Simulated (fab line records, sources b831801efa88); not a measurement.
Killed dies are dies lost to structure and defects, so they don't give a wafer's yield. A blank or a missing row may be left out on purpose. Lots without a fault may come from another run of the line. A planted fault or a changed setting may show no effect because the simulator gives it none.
Which tool did it? | flow sky130 | 12 lots, 36 wafers sampled, at 1 step of a route of 708

WHAT THE GAUGES READ, wafer by wafer
SKY_FIELD_ISO_BOW_MEAS_00.
lot  | measured    | on            | INCOMING_BOW (um)
L075 | day 1 15:02 | film_metro-03 | -3 2 -8
L077 | day 2 01:00 | film_metro-02 | -1 -3 -1
L079 | day 2 11:02 | film_metro-02 | -1 2 -2
L081 | day 2 21:00 | film_metro-04 | -8 -5 16
L083 | day 3 07:00 | film_metro-02 | 2 6 -5
L085 | day 3 17:00 | film_metro-02 | 8 -1 0
L087 | day 4 03:01 | film_metro-03 | 3 5 -13
L089 | day 4 13:00 | film_metro-03 | -2 -7 7
L091 | day 4 23:00 | film_metro-02 | -5 11 -3
L093 | day 5 09:01 | film_metro-02 | 5 3 9
L095 | day 5 19:00 | film_metro-04 | 0 -4 -2
L097 | day 6 05:00 | film_metro-04 | -1 10 -3

WHICH TOOL RAN EACH LOT (tool, then ch and the chambers of the sampled wafers, then the start)
The record holds no process step before these readings.

THE ANSWER, worked out from the rows above alone
Rule: what is usual is taken from the lots themselves. Put in order of their means at a reading, lots are off if they are a third of the lots or fewer, leave a main group of 4 or more, and stand apart from it by a gap of 3 or more times the standard deviation of the main group's means; of several such gaps the widest counts. A main group whose means are all the same, to the digits that the tables above print for the reading, isn't used. A lot without any number at a reading at which 4 lots or more have one is off too. The other lots that the step has rows for count as sound.
No lot is off at any reading shown: from this, nothing can be told.

WHAT THE SIMULATOR HAD PUT IN
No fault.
